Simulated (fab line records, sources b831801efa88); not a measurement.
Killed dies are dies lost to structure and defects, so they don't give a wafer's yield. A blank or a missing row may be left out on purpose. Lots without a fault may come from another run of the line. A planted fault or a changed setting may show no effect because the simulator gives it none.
fab line records | flow sky130
record lots=24 wafers=72 last_day=50
route steps=708 shown METAL1@437 METAL3@535 VIA3@576 CAP2M@603 METAL5@677
lots that met no fault: from a run of the same line without faults
start_h: hours from the record's first day to the start of the lot's first wafer shown | wait_h: hours since the lot's step before | " the same as in the row above | L1.1+2: a row that stands for several wafers | - no value, or no start given | * or withheld: withheld | < > ~ a bound
route shown NAME@n: a module of which the file shows steps, and the number in the route of the first | usual: mean/standard deviation of fault-free wafers | same: alike in all rows | chamber/n: place in a boat | sites: the reading at each site | _std_site: their standard deviation | _edge_site: outer sites' mean less inner sites' | radius_mm: how far each site lies from the wafer's centre | mask NAME#n: copy n | behind: the tool/chamber that last shaped the wafer | hold: why the lot was held/for how many hours/how that ended | device: the transistor (n, p or np) that didn't switch | end of line: the same wafers' tests at the end of the route | a step without rows: its recipe alone | killed: dies lost to structure and defects at the first sort, not the wafer's yield | map: a wafer's dies, x killed, . not, _ none there
set.NAME: the setting as run; set.NAME@STEP: as run at that earlier step | model.NAME: the simulator's own value behind a step, which no gauge read
steps of the route over a sample of lots; a table a step, a row a wafer
services: from which hour (start_h, from the record's first day; less than 0 if before it) a tool's chamber was out of use, for how many hours, and why
## steps
# step SKY_METAL1_SPUTTER_03
# recipe material=Ti target_thk_nm=5 power_w=3000 time_s=3.3 chamber_pressure_pa=0.4
# usual throttle_valve_pct=29.9/1
# columns lot.wafer tool chamber start_h wait_h throttle_valve_pct
L074.1 pvd_sputter-04 - 752.44 0.0 29.6
L074.3 " - " " 30.5
L074.6 " - " " 31.0
L075.2 pvd_sputter-02 - 753.21 0.0 29.9
L075.5 " - " " 30.2
L075.6 " - " " 28.4
L076.2 pvd_sputter-04 - 753.61 0.0 30.9
L076.4 " - " " 29.5
L076.5 " - " " 28.7
L077.1 pvd_sputter-02 - 756.65 0.0 29.3
L077.4 " - " " 29.4
L077.5 " - " " 29.5
L078.3 pvd_sputter-01 - 769.19 0.0 29.7
L078.5 " - " " 29.7
L078.6 " - " " 29.4
L079.4 pvd_sputter-02 - 776.69 0.0 29.7
L079.5 " - " " 29.8
L079.6 " - " " 29.4
L080.1 pvd_sputter-04 - 783.30 0.0 29.7
L080.3 " - " " 30.8
L080.4 " - " " 28.7
L081.1 pvd_sputter-02 - 793.47 0.0 30.0
L081.2 " - " " 28.7
L081.3 " - " " 29.8
L082.2 pvd_sputter-04 - 802.02 0.0 30.8
L082.5 " - " " 29.9
L082.6 " - " " 31.8
L083.1 pvd_sputter-01 - 808.49 0.0 29.9
L083.2 " - " " 29.5
L083.6 " - " " 29.8
L084.2 pvd_sputter-01 - 816.54 0.0 29.4
L084.5 " - " " 29.5
L084.6 " - " " 29.9
L085.4 pvd_sputter-04 - 821.28 0.0 30.8
L085.5 " - " " 30.7
L085.6 " - " " 29.7
L086.3 pvd_sputter-04 - 826.99 0.0 31.7
L086.4 " - " " 28.5
L086.5 " - " " 30.5
L087.2 pvd_sputter-04 - 842.13 0.0 28.3
L087.4 " - " " 29.6
L087.6 " - " " 30.8
L088.3 pvd_sputter-02 - 843.21 0.0 29.8
L088.4 " - " " 28.7
L088.6 " - " " 29.5
L089.1 pvd_sputter-04 - 849.15 0.0 30.4
L089.5 " - " " 30.9
L089.6 " - " " 30.0
L090.2 pvd_sputter-04 - 858.76 0.0 29.6
L090.3 " - " " 30.5
L090.4 " - " " 31.7
L091.2 pvd_sputter-04 - 863.66 0.0 32.0
L091.4 " - " " 28.8
L091.6 " - " " 28.8
L092.1 pvd_sputter-02 - 877.71 0.0 29.6
L092.4 " - " " 29.2
L092.6 " - " " 30.1
L093.3 pvd_sputter-04 - 887.63 0.0 31.8
L093.5 " - " " 31.6
L093.6 " - " " 29.6
L094.3 pvd_sputter-04 - 895.41 0.0 31.7
L094.4 " - " " 28.8
L094.6 " - " " 31.7
L095.1 pvd_sputter-04 - 910.04 0.0 28.7
L095.2 " - " " 29.6
L095.6 " - " " 31.7
L096.1 pvd_sputter-04 - 911.59 0.0 28.5
L096.4 " - " " 31.5
L096.6 " - " " 31.8
L097.3 pvd_sputter-04 - 927.38 0.0 30.8
L097.5 " - " " 29.6
L097.6 " - " " 31.8
# step SKY_METAL3_SPUTTER_03
# recipe material=Ti target_thk_nm=5 power_w=3000 time_s=3.3 chamber_pressure_pa=0.4
# usual throttle_valve_pct=29.7/0.68
# columns lot.wafer tool chamber start_h wait_h throttle_valve_pct
L074.1 pvd_sputter-04 - 862.68 0.0 29.5
L074.3 " - " " 28.8
L074.6 " - " " 28.7
L075.2 pvd_sputter-02 - 864.62 0.0 28.5
L075.5 " - " " 29.5
L075.6 " - " " 29.4
L076.2 pvd_sputter-04 - 866.42 0.0 32.0
L076.4 " - " " 29.7
L076.5 " - " " 31.8
L077.1 pvd_sputter-04 - 867.53 0.0 31.7
L077.4 " - " " 28.5
L077.5 " - " " 31.6
L078.3 pvd_sputter-01 - 879.14 0.0 29.6
L078.5 " - " " 29.4
L078.6 " - " " 29.4
L079.4 pvd_sputter-02 - 886.15 0.0 28.6
L079.5 " - " " 29.6
L079.6 " - " " 29.3
L080.1 pvd_sputter-02 - 892.84 0.0 28.4
L080.3 " - " " 29.7
L080.4 " - " " 29.5
L081.1 pvd_sputter-02 - 901.55 0.0 29.7
L081.2 " - " " 29.5
L081.3 " - " " 30.1
L082.2 pvd_sputter-02 - 910.75 0.0 29.4
L082.5 " - " " 29.5
L082.6 " - " " 29.6
L083.1 pvd_sputter-01 - 916.95 0.0 29.7
L083.2 " - " " 29.7
L083.6 " - " " 29.8
L084.2 pvd_sputter-04 - 923.80 0.0 28.8
L084.5 " - " " 30.8
L084.6 " - " " 28.6
L085.4 pvd_sputter-02 - 929.14 0.0 29.3
L085.5 " - " " 30.0
L085.6 " - " " 29.6
L086.3 pvd_sputter-04 - 935.40 0.0 31.6
L086.4 " - " " 28.7
L086.5 " - " " 29.9
L087.2 pvd_sputter-01 - 947.70 0.0 29.6
L087.4 " - " " 29.8
L087.6 " - " " 29.9
L088.3 pvd_sputter-01 - 949.59 0.0 29.5
L088.4 " - " " 29.6
L088.6 " - " " 29.6
L089.1 pvd_sputter-01 - 954.95 0.0 29.5
L089.5 " - " " 29.7
L089.6 " - " " 29.7
L090.2 pvd_sputter-01 - 965.84 0.0 29.5
L090.3 " - " " 29.6
L090.4 " - " " 29.5
L091.2 pvd_sputter-02 - 969.04 0.0 29.4
L091.4 " - " " 28.5
L091.6 " - " " 29.3
L092.1 pvd_sputter-01 - 981.45 0.0 29.8
L092.4 " - " " 29.7
L092.6 " - " " 30.1
L093.3 pvd_sputter-01 - 990.84 0.0 29.7
L093.5 " - " " 29.9
L093.6 " - " " 29.4
L094.3 pvd_sputter-01 - 998.04 0.0 29.7
L094.4 " - " " 29.8
L094.6 " - " " 29.4
L095.1 pvd_sputter-01 - 1013.54 0.0 29.5
L095.2 " - " " 29.8
L095.6 " - " " 29.6
L096.1 pvd_sputter-02 - 1013.89 0.0 28.8
L096.4 " - " " 29.5
L096.6 " - " " 29.5
L097.3 pvd_sputter-01 - 1028.50 0.0 29.8
L097.5 " - " " 29.6
L097.6 " - " " 29.4
# step SKY_VIA3_BOW_MEAS_03
# recipe mode=bow
# usual VIA3_BOW=81/7.2
# columns lot.wafer tool chamber start_h wait_h VIA3_BOW[um]
L074.1 film_metro-04 - 916.94 0.2 82
L074.3 " - " " 73
L074.6 " - " " 68
L075.2 film_metro-03 - 917.30 0.2 75
L075.5 " - " " 78
L075.6 " - " " 86
L076.2 film_metro-01 - 918.22 0.2 90
L076.4 " - " " 89
L076.5 " - " " 82
L077.1 film_metro-03 - 918.54 0.2 92
L077.4 " - " " 85
L077.5 " - " " 86
L078.3 film_metro-01 - 931.44 0.2 77
L078.5 " - " " 72
L078.6 " - " " 87
L079.4 film_metro-03 - 937.86 0.3 76
L079.5 " - " " 89
L079.6 " - " " 77
L080.1 film_metro-03 - 944.76 0.1 70
L080.3 " - " " 64
L080.4 " - " " 61
L081.1 film_metro-04 - 953.20 0.2 77
L081.2 " - " " 79
L081.3 " - " " 85
L082.2 film_metro-01 - 960.79 0.1 73
L082.5 " - " " 74
L082.6 " - " " 76
L083.1 film_metro-03 - 967.04 0.2 90
L083.2 " - " " 86
L083.6 " - " " 89
L084.2 film_metro-01 - 974.41 0.3 73
L084.5 " - " " 77
L084.6 " - " " 80
L085.4 film_metro-04 - 979.09 0.2 82
L085.5 " - " " 85
L085.6 " - " " 84
L086.3 film_metro-04 - 984.63 0.2 70
L086.4 " - " " 80
L086.5 " - " " 74
L087.2 film_metro-01 - 997.71 0.3 93
L087.4 " - " " 95
L087.6 " - " " 80
L088.3 film_metro-01 - 999.17 0.3 71
L088.4 " - " " 76
L088.6 " - " " 79
L089.1 film_metro-01 - 1003.69 0.1 81
L089.5 " - " " 83
L089.6 " - " " 83
L090.2 film_metro-01 - 1014.99 0.3 95
L090.3 " - " " 79
L090.4 " - " " 91
L091.2 film_metro-04 - 1017.80 0.3 87
L091.4 " - " " 81
L091.6 " - " " 84
L092.1 film_metro-01 - 1030.29 0.1 71
L092.4 " - " " 79
L092.6 " - " " 75
L093.3 film_metro-01 - 1038.64 0.3 87
L093.5 " - " " 79
L093.6 " - " " 81
L094.3 film_metro-04 - 1045.16 0.1 74
L094.4 " - " " 75
L094.6 " - " " 74
L095.1 film_metro-01 - 1060.28 0.2 88
L095.2 " - " " 91
L095.6 " - " " 89
L096.1 film_metro-01 - 1060.88 0.1 62
L096.4 " - " " 78
L096.6 " - " " 82
L097.3 film_metro-01 - 1074.86 0.1 88
L097.5 " - " " 79
L097.6 " - " " 83
# step SKY_CAP2M_CVD_00
# recipe material=SiO2 target_thk_nm=15.5 temp_c=400 time_s=withheld rf_w=450
# usual heater_power_w=719/84
# columns lot.wafer tool chamber start_h wait_h heater_power_w
L074.1 pecvd-03 0 942.55 0.0 714
L074.3 " 2 " " 688
L074.6 " 2 " " 710
L075.2 pecvd-01 0 943.93 0.0 581
L075.5 " 1 " " 727
L075.6 " 0 " " 602
L076.2 pecvd-03 2 944.75 0.0 647
L076.4 " 0 " " 689
L076.5 " 2 " " 640
L077.1 pecvd-01 1 945.07 0.0 727
L077.4 " 1 " " 706
L077.5 " 0 " " 596
L078.3 pecvd-01 1 957.00 0.0 704
L078.5 " 2 " " 772
L078.6 " 1 " " 710
L079.4 pecvd-02 2 963.81 0.0 876
L079.5 " 0 " " 794
L079.6 " 1 " " 615
L080.1 pecvd-03 2 970.36 0.0 756
L080.3 " 1 " " 597
L080.4 " 1 " " 587
L081.1 pecvd-02 0 977.92 0.0 746
L081.2 " 1 " " 734
L081.3 " 2 " " 832
L082.2 pecvd-02 1 986.56 0.0 730
L082.5 " 1 " " 722
L082.6 " 0 " " 779
L083.1 pecvd-02 0 992.79 0.0 784
L083.2 " 2 " " 872
L083.6 " 0 " " 806
L084.2 pecvd-01 2 999.58 0.0 738
L084.5 " 1 " " 744
L084.6 " 2 " " 741
L085.4 pecvd-02 1 1004.37 0.0 688
L085.5 " 0 " " 822
L085.6 " 2 " " 852
L086.3 pecvd-03 1 1009.95 0.0 669
L086.4 " 2 " " 663
L086.5 " 1 " " 679
L087.2 pecvd-02 1 1022.54 0.0 600
L087.4 " 2 " " 839
L087.6 " 0 " " 708
L088.3 pecvd-03 0 1023.79 0.0 730
L088.4 " 2 " " 660
L088.6 " 2 " " 670
L089.1 pecvd-01 1 1028.14 0.0 692
L089.5 " 2 " " 714
L089.6 " 1 " " 679
L090.2 pecvd-03 1 1039.01 0.0 665
L090.3 " 2 " " 691
L090.4 " 2 " " 684
L091.2 pecvd-02 0 1041.81 0.0 782
L091.4 " 2 " " 786
L091.6 " 1 " " 687
L092.1 pecvd-02 0 1053.76 0.0 826
L092.4 " 1 " " 636
L092.6 " 2 " " 876
L093.3 pecvd-02 1 1061.94 0.0 726
L093.5 " 1 " " 714
L093.6 " 2 " " 919
L094.3 pecvd-01 0 1067.82 0.0 588
L094.4 " 0 " " 592
L094.6 " 1 " " 717
L095.1 pecvd-03 1 1083.90 0.0 582
L095.2 " 2 " " 680
L095.6 " 2 " " 682
L096.1 pecvd-01 0 1084.34 0.0 648
L096.4 " 1 " " 761
L096.6 " 2 " " 809
L097.3 pecvd-03 2 1096.71 0.0 679
L097.5 " 1 " " 608
L097.6 " 0 " " 647
# step SKY_CAP2M_METAL_ETCH_13
# recipe target_depth_nm=220 stop_on=SiO2 chemistry=Cl2/BCl3 target=TiN pressure_mtorr=10 icp_w=900 bias_w=48.5 Cl2_flow_sccm=60 bcl3_flow_sccm=30 time_s=62.9
# usual drypump_motor_current_A=5.3/0.59 oes_product_au=0.962/0.0066 throttle_valve_pct=21.889/0.0089
# columns lot.wafer tool chamber start_h wait_h drypump_motor_current_A oes_product_au rf_hours_counter_h throttle_valve_pct
L074.1 rie_metal-02 1 966.67 0.0 4.9 0.957 5 21.882
L074.3 " 0 " " 4.9 0.974 - 21.878
L074.6 " 1 " " 4.9 0.970 - 21.890
L075.2 rie_metal-03 1 967.21 0.0 5.3 0.969 13 21.887
L075.5 " 0 " " 5.5 0.961 - 21.884
L075.6 " 1 " " 5.3 0.964 - 21.881
L076.2 rie_metal-02 1 968.72 0.0 4.9 0.952 5 21.898
L076.4 " 0 " " 4.9 0.949 - 21.888
L076.5 " 1 " " 4.9 0.954 - 21.909
L077.1 rie_metal-03 1 969.02 0.0 5.3 0.962 13 21.889
L077.4 " 0 " " 5.5 0.966 - 21.885
L077.5 " 0 " " 5.5 0.963 - 21.890
L078.3 rie_metal-02 0 980.24 0.0 4.9 0.970 - 21.881
L078.5 " 0 " " 4.9 0.963 - 21.905
L078.6 " 1 " " 4.9 0.961 - 21.885
L079.4 rie_metal-02 0 987.24 0.0 4.9 0.958 - 21.887
L079.5 " 0 " " 4.9 0.964 - 21.880
L079.6 " 1 " " 4.9 0.974 - 21.883
L080.1 rie_metal-02 1 993.97 0.0 4.9 0.974 7 21.883
L080.3 " 1 " " 4.9 0.968 - 21.877
L080.4 " 0 " " 4.9 0.971 - 21.879
L081.1 rie_metal-03 1 1001.77 0.0 5.3 0.969 15 21.885
L081.2 " 0 " " 5.5 0.954 15 21.881
L081.3 " 1 " " 5.3 0.967 - 21.877
L082.2 rie_metal-04 1 1009.02 0.0 6.1 0.958 15 21.883
L082.5 " 1 " " 6.2 0.960 - 21.896
L082.6 " 0 " " 6.6 0.962 - 21.884
L083.1 rie_metal-04 1 1015.87 0.0 6.2 0.959 16 21.898
L083.2 " 0 " " 6.6 0.963 3 21.903
L083.6 " 1 " " 6.1 0.962 - 21.885
L084.2 rie_metal-02 1 1022.62 0.0 4.9 0.964 8 21.885
L084.5 " 0 " " 4.9 0.960 - 21.885
L084.6 " 1 " " 4.9 0.963 - 21.900
L085.4 rie_metal-02 1 1027.25 0.0 4.9 0.961 - 21.878
L085.5 " 0 " " 4.9 0.963 - 21.893
L085.6 " 1 " " 4.9 0.962 - 21.891
L086.3 rie_metal-02 1 1032.75 0.0 4.9 0.963 - 21.875
L086.4 " 0 " " 4.9 0.958 - 21.896
L086.5 " 0 " " 4.9 0.950 - 21.884
L087.2 rie_metal-02 0 1044.52 0.0 4.9 0.964 17 21.888
L087.4 " 0 " " 4.9 0.967 - 21.908
L087.6 " 0 " " 4.9 0.969 - 21.894
L088.3 rie_metal-02 0 1046.59 0.0 4.9 0.954 - 21.895
L088.4 " 1 " " 4.9 0.960 - 21.902
L088.6 " 1 " " 4.9 0.948 - 21.897
L089.1 rie_metal-02 1 1050.47 0.0 4.9 0.953 9 21.901
L089.5 " 0 " " 4.9 0.961 - 21.889
L089.6 " 1 " " 4.9 0.948 - 21.896
L090.2 rie_metal-04 1 1059.97 0.0 6.1 0.960 18 21.876
L090.3 " 0 " " 6.6 0.964 - 21.883
L090.4 " 1 " " 6.1 0.966 - 21.884
L091.2 rie_metal-02 0 1063.17 0.0 4.9 0.961 18 21.894
L091.4 " 0 " " 4.9 0.963 - 21.883
L091.6 " 0 " " 4.9 0.964 - 21.877
L092.1 rie_metal-02 0 1075.67 0.0 4.9 0.957 19 21.893
L092.4 " 1 " " 4.9 0.963 - 21.883
L092.6 " 0 " " 4.9 0.965 - 21.897
L093.3 rie_metal-02 1 1083.39 0.0 4.9 0.954 - 21.893
L093.5 " 0 " " 4.9 0.965 - 21.883
L093.6 " 1 " " 4.9 0.958 - 21.895
L094.3 rie_metal-03 0 1089.89 0.0 5.5 0.962 - 21.873
L094.4 " 1 " " 5.3 0.955 - 21.890
L094.6 " 0 " " 5.5 0.968 - 21.893
L095.1 rie_metal-04 0 1104.12 0.0 6.6 0.971 9 21.883
L095.2 " 1 " " 6.1 0.974 22 21.878
L095.6 " 0 " " 6.6 0.974 - 21.875
L096.1 rie_metal-02 1 1104.22 0.0 4.9 0.964 13 21.894
L096.4 " 1 " " 4.8 0.964 - 21.903
L096.6 " 1 " " 4.9 0.973 - 21.897
L097.3 rie_metal-04 0 1116.89 0.0 6.6 0.963 - 21.896
L097.5 " 0 " " 6.6 0.964 - 21.902
L097.6 " 1 " " 6.1 0.964 - 21.872
# step SKY_METAL5_STRIP_16
# recipe chemistry=O2/N2 power_w=1400 pressure_mtorr=1500 platen_temp_c=withheld o2_flow_sccm=3000 n2_flow_sccm=300 overash_fraction=0.5
# usual drypump_motor_current_A=5.6/0.48 oes_product_au=0.710/0.0045 strip_time_to_endpoint_s=13.02/0.18
# same overash_fraction=0.5
# columns lot.wafer tool chamber start_h wait_h drypump_motor_current_A oes_product_au rf_hours_counter_h strip_time_to_endpoint_s
L074.1 plasma_asher-04 1 1039.36 0.2 5.2 0.710 123 13.02
L074.3 " 1 " " 5.2 0.713 - 13.24
L074.6 " 1 " " 5.2 0.702 - 13.08
L075.2 plasma_asher-03 0 1040.51 0.2 5.2 0.713 26 12.80
L075.5 " 1 " " 6.0 0.714 - 12.81
L075.6 " 0 " " 5.2 0.708 - 13.05
L076.2 plasma_asher-01 0 1041.20 0.2 6.3 0.706 62 12.95
L076.4 " 1 " " 5.7 0.700 - 12.97
L076.5 " 1 " " 5.7 0.710 - 12.85
L077.1 plasma_asher-03 1 1042.91 0.2 6.0 0.713 26 13.21
L077.4 " 0 " " 5.2 0.708 - 13.20
L077.5 " 0 " " 5.2 0.712 - 13.35
L078.3 plasma_asher-01 0 1051.34 0.1 6.3 0.711 - 12.91
L078.5 " 1 " " 5.7 0.712 - 13.01
L078.6 " 0 " " 6.3 0.711 - 12.97
L079.4 plasma_asher-03 0 1058.69 0.1 5.2 0.701 - 13.23
L079.5 " 0 " " 5.2 0.712 - 13.23
L079.6 " 1 " " 6.1 0.710 - 13.28
L080.1 plasma_asher-04 1 1064.31 0.2 5.2 0.707 0 12.77
L080.3 " 1 " " 5.2 0.709 - 12.78
L080.4 " 0 " " 5.0 0.712 - 12.90
L081.1 plasma_asher-04 0 1072.47 0.4 5.0 0.714 1 12.98
L081.2 " 1 " " 5.2 0.712 1 12.91
L081.3 " 0 " " 5.0 0.715 - 12.95
L082.2 plasma_asher-01 1 1077.96 0.2 5.7 0.710 66 12.82
L082.5 " 1 " " 5.6 0.704 - 12.72
L082.6 " 0 " " 6.3 0.709 - 12.81
L083.1 plasma_asher-04 1 1084.61 0.2 5.2 0.707 2 12.83
L083.2 " 0 " " 5.0 0.711 2 12.87
L083.6 " 0 " " 5.0 0.706 - 12.88
L084.2 plasma_asher-04 1 1092.31 0.2 5.2 0.713 3 13.14
L084.5 " 1 " " 5.2 0.709 - 13.28
L084.6 " 0 " " 5.0 0.715 - 12.99
L085.4 plasma_asher-03 0 1096.29 0.1 5.2 0.707 - 13.10
L085.5 " 0 " " 5.2 0.711 - 13.20
L085.6 " 1 " " 6.0 0.707 - 12.95
L086.3 plasma_asher-03 1 1099.34 0.1 6.0 0.713 - 12.78
L086.4 " 0 " " 5.2 0.711 - 12.92
L086.5 " 1 " " 6.1 0.712 - 12.72
L087.2 plasma_asher-01 1 1111.61 0.2 5.7 0.715 69 12.67
L087.4 " 0 " " 6.4 0.711 - 12.85
L087.6 " 0 " " 6.3 0.717 - 12.81
L088.3 plasma_asher-03 1 1113.36 0.3 6.1 0.724 - 12.99
L088.4 " 0 " " 5.2 0.714 - 12.99
L088.6 " 1 " " 6.0 0.706 - 12.92
L089.1 plasma_asher-04 0 1116.00 0.2 5.0 0.714 5 13.22
L089.5 " 0 " " 5.0 0.712 - 13.04
L089.6 " 1 " " 5.2 0.714 - 13.25
L090.2 plasma_asher-03 1 1126.07 0.3 6.1 0.715 34 13.00
L090.3 " 0 " " 5.2 0.715 - 13.06
L090.4 " 1 " " 6.0 0.711 - 13.00
L091.2 plasma_asher-01 1 1128.56 0.2 5.7 0.710 71 12.92
L091.4 " 1 " " 5.7 0.710 - 12.98
L091.6 " 0 " " 6.4 0.711 - 12.81
L092.1 plasma_asher-01 0 1138.71 0.2 6.3 0.707 72 13.13
L092.4 " 1 " " 5.7 0.710 - 13.08
L092.6 " 1 " " 5.7 0.709 - 13.02
L093.3 plasma_asher-01 1 1145.30 0.1 5.6 0.701 - 13.16
L093.5 " 0 " " 6.3 0.704 - 13.26
L093.6 " 1 " " 5.7 0.706 - 13.21
L094.3 plasma_asher-03 0 1151.40 0.1 5.2 0.714 - 13.04
L094.4 " 1 " " 6.1 0.717 - 13.14
L094.6 " 0 " " 5.2 0.705 - 13.11
L096.1 plasma_asher-04 1 1163.60 0.2 5.2 0.707 9 13.28
L096.4 " 1 " " 5.2 0.710 - 13.26
L096.6 " 1 " " 5.2 0.709 - 13.37
L095.1 plasma_asher-03 1 1163.90 0.2 6.1 0.721 38 13.08
L095.2 " 0 " " 5.2 0.725 38 13.04
L095.6 " 1 " " 6.1 0.702 - 12.99
L097.3 plasma_asher-03 1 1175.16 0.3 6.1 0.708 - 13.05
L097.5 " 1 " " 6.1 0.710 - 13.01
L097.6 " 0 " " 5.3 0.703 - 13.12
## services
# columns tool chamber start_h hours kind
plasma_asher-03 - 733.75 9.0 pm
pecvd-02 - 771.01 1.2 repair
rie_metal-02 - 772.59 1.4 pm
pecvd-02 - 775.69 0.5 repair
pecvd-02 - 793.48 1.1 repair
plasma_asher-03 - 799.04 25.4 pm
pecvd-02 2 805.33 17.7 repair
pecvd-02 - 807.72 0.7 repair
pvd_sputter-01 - 821.11 7.9 repair
rie_metal-02 1 860.80 12.3 repair
plasma_asher-03 - 891.02 2.3 repair
plasma_asher-03 - 914.56 0.4 repair
pecvd-02 - 921.74 0.8 repair
pecvd-02 - 922.51 28.1 pm
pvd_sputter-04 - 978.96 110.0 repair
plasma_asher-03 - 1023.49 1.2 repair
pvd_sputter-02 - 1025.53 7.7 repair
plasma_asher-03 - 1029.62 1.6 repair
plasma_asher-03 - 1072.81 8.8 repair
pvd_sputter-01 - 1079.39 60.2 repair
rie_metal-02 - 1094.03 0.9 repair
pvd_sputter-02 - 1143.59 1.2 repair
plasma_asher-03 - 1167.17 1.3 repair
rie_metal-02 1 1173.65 5.9 repair
## key
fault none
